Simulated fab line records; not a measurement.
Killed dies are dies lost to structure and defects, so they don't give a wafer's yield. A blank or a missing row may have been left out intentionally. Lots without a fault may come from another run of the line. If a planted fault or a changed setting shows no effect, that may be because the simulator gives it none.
Struck lot and sound lot, side by side :: flow sky130 :: 15 out of 708 route steps
Sound: the wafers L640.2, L640.3, L640.5. Wafers L631.2, L631.4, L631.5 were the ones struck. Last of all comes the cause.
For every step that has rows: the tool of each side, followed by ch and its chambers, followed by its first start. Under that, the readings that differ: sound wafers :: struck wafers :: difference of the means :: sigmas: that difference in standard deviations of wafers without a fault.
alike: readings with means less than 2 such deviations apart, plus words and numbers identical on both sides. not compared: withheld readings, readings lacking a value on some wafer, bounds such as >300 that could conceal the same value, and numbers that have no deviation in the record and whose values overlap.
Wherever a step has rows on one side only, a row that says differs or no value, or a row with sigmas, the two part there. Non-overlapping numbers with no deviation appear without sigmas and do not part them. A reading that every wafer of one side lacks parts them only if that side has two wafers or more.

SKY_NWELL_RS_MEAS_29: uses a four-point probe to measure.
  struck on filmMetro-01, day 8 09:44; sound on filmMetro-03, day 10 14:31
reading: NWELL_RS (ohm/sq)
sound: 623.2 622.0 624.2
struck: 627.0 628.6 627.3
difference: +4.5
sigmas: +3
SKY_NWELL_RS_MEAS_31: uses a four-point probe to measure.
  struck on filmMetro-01, day 8 09:59; sound on filmMetro-03, day 10 14:45
  alike: PWDE_RS
then, 7 steps without rows for these wafers: SKY_VT_ADJUST_HVTP_DEHYDRATE_00 (time 60 s); SKY_VT_ADJUST_HVTP_HMDS_01 (prime time 60 s); SKY_VT_ADJUST_HVTP_COAT_02 (resist thk 1140 nm); SKY_VT_ADJUST_HVTP_SOFTBAKE_03 (time 60 s); SKY_VT_ADJUST_HVTP_EXPOSE_04 (exposes mask HVTPM, target cd 380 nm); SKY_VT_ADJUST_HVTP_PEB_05; SKY_VT_ADJUST_HVTP_DEVELOP_06 (develop time 60 s).
SKY_VT_ADJUST_HVTP_CD_MEAS_07 targets a cd of 380 nm.
  struck on cdSem-01, day 9 06:52; sound on cdSem-02, day 11 13:21
  alike: cdNm
SKY_VT_ADJUST_HVTP_OVL_MEAS_08:
  struck on overlay-02, day 9 06:58; sound on overlay-02, day 11 13:27
  alike: VT_ADJUST_HVTP_OVL
SKY_VT_ADJUST_HVTP_IMPLANT_09:
  sound on implanter-03 ch 0, day 11 13:31; struck on implanter-04 ch 0, day 9 07:01
reading: doseIonsCm2
sound: 4.303e+12 4.302e+12 4.301e+12
struck: 6.633e+12 6.633e+12 6.637e+12
difference: +2.332e+12
sigmas: +99 or more

reading: faradayCurrentUA
sound: 24.7 24.2 23.6
struck: 36.9 36.7 37.8
difference: +13.0
sigmas: +27
SKY_VT_ADJUST_HVTP_STRIP_10: strips in O2/N2.
  sound on plasmaAsher-01 ch 0,1, day 11 13:38; struck on plasmaAsher-03 ch 1, day 9 07:09
  alike: drypumpMotorCurrentA, oesProductAu, stripTimeToEndpointS
  not compared: rfHoursCounterH
SKY_VT_ADJUST_HVTP_TW_MEAS_11:
  struck on filmMetro-02, day 9 07:29; sound on filmMetro-01, day 11 13:44
reading: VT_ADJUST_HVTP_TW
sound: 1341 1341 1332
struck: 1542 1533 1537
difference: +199
sigmas: +33
  not compared: hold
-- here the record skips 40 days between the struck wafers' starts before and after, leaving off in module VT_ADJUST_HVTP and picking up in module PAD_OPEN (first step shown: number 708 of the route) --
SKY_PAD_OPEN_PROBE_99:
  struck on prober-02, day 49 12:16; sound on prober-02, day 50 14:34
reading: hold
sound: - - -
struck: awaitDispo/2.5h/release awaitDispo/2.5h/release awaitDispo/2.5h/release
difference: no value on the sound wafers
sigmas: 

reading: model.etest.tipP.rsOhmSq
sound: 6886 6865 6890
struck: 7922 8010 8061
difference: +1117
sigmas: 

reading: model.etest.pfet_01v8.rOnOhmUm
sound: 2956 2921 3010
struck: 3270 3355 3328
difference: +355
sigmas: 

reading: model.etest.pfet_01v8.driveUaUm
sound: 187.2 190.6 184.5
struck: 151.9 148.4 151.9
difference: -36.7
sigmas: 

reading: model.etest.pfet_01v8_mvt.driveUaUm
sound: 148.2 149.7 146.8
struck: 114.1 112.8 114.3
difference: -34.5
sigmas: 

reading: model.etest.pfet_01v8_hvt.driveUaUm
sound: 138.4 140.7 136
struck: 116.6 114.1 116.1
difference: -22.8
sigmas: 

reading: model.etest.sramPfetLatch.driveUaUm
sound: 134.2 140.4 129.9
struck: 117.6 112.2 111.9
difference: -20.9
sigmas: 

reading: model.etest.ring_1v8.delayPs
sound: 21.42 21.46 21.63
struck: 24.27 24.62 24.18
difference: +2.85
sigmas: 

reading: model.etest.pfet_01v8.offLog10AUm
sound: -9.594 -9.697 -10.09
struck: -12.68 -12.58 -12.64
difference: -2.84
sigmas: 
  alike: killed_at_M0_to_M3, killed_at_M4_up, killedAtContacts, killedAtFrontEnd, killedAtOther, killedDies, killedOpen, killedShort

WHERE THEY PART
At SKY_NWELL_RS_MEAS_29 first; at SKY_PAD_OPEN_PROBE_99 last (within this record only).

WHY: the cause the simulator had injected
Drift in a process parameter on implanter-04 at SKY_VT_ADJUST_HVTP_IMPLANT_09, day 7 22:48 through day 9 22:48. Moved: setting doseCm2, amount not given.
